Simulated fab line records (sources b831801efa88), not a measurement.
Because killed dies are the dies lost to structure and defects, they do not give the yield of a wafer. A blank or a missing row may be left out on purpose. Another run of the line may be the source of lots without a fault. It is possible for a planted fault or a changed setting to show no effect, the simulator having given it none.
One fault seen from 2 desks    flow sky130    each desk has only its own numbers; what lay behind them comes last

== THE METROLOGY DESK ==
Lot by lot, what the gauges showed, no matter which tool ran the lot: averages of those sampled wafers that carry a number. The brackets show how far a lot's mean lies from the usual mean; more than 4 standard deviations puts the lot out of limits, marked OUT.
Columns: A = cdNm at SKY_POLY_CUT_CD_MEAS_08, usual 269.9 nm; B = POLY_CUT_OVL at SKY_POLY_CUT_OVL_MEAS_09, usual -2 nm; C = cdNm at SKY_SD_P_CD_MEAS_07, usual 379.2 nm
lot   first seen here  A      B   C
L773  day 25 15:50     270.7  1   376.6
L779  day 27 19:00     271.1  -2  375.5
L781  day 28 12:51     270.6  -4  388.4
L784  day 29 19:54     268.2  -4  384.7
L786  day 30 03:29     269.3  -5  380.6
L793  day 32 01:41     268.3  1   378.1
This desk's verdict: no lot among the 6 shows anything out of limits.

== AT THE TOOL OWNER'S DESK: lithoTrack-03 ==
The tool's own readings at SKY_SD_P_DEVELOP_06 (develop time 60 s): means of the sampled wafers that have a number, for each lot that ran on this tool. The brackets show how far a lot's mean lies from the usual mean; more than 4 standard deviations puts the lot out of limits, marked OUT.
Columns: A = developerTempC at SKY_SD_P_DEVELOP_06, usual 23.00 C
lot   first seen here  A
L773  day 26 21:22     23.05
L781  day 29 17:23     20.75 (-24) OUT
L784  day 31 00:35     20.70 (-25) OUT
Finding of this desk: L781, L784 out of limits; the first was L781 at day 29 17:23, on developerTempC at SKY_SD_P_DEVELOP_06. L773: within limits.

== TAKEN TOGETHER ==
An alarm could have come from the tool owner's desk at day 29 17:23, on L781, L784.
Metrology desk: nothing out of limits seen.
The metrology desk holds a record of L781, L784, inside its limits.
Of the lots named, all ran SKY_SD_P_DEVELOP_06 on lithoTrack-03.

== WHAT HAD BEEN PUT IN BY THE SIMULATOR ==
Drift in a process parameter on lithoTrack-03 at SKY_SD_P_DEVELOP_06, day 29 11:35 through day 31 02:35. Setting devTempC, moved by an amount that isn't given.
Lots struck among those shown: L781, L784.
Hours from the fault's start to each desk's first reading out of limits: the tool owner's desk, 6.
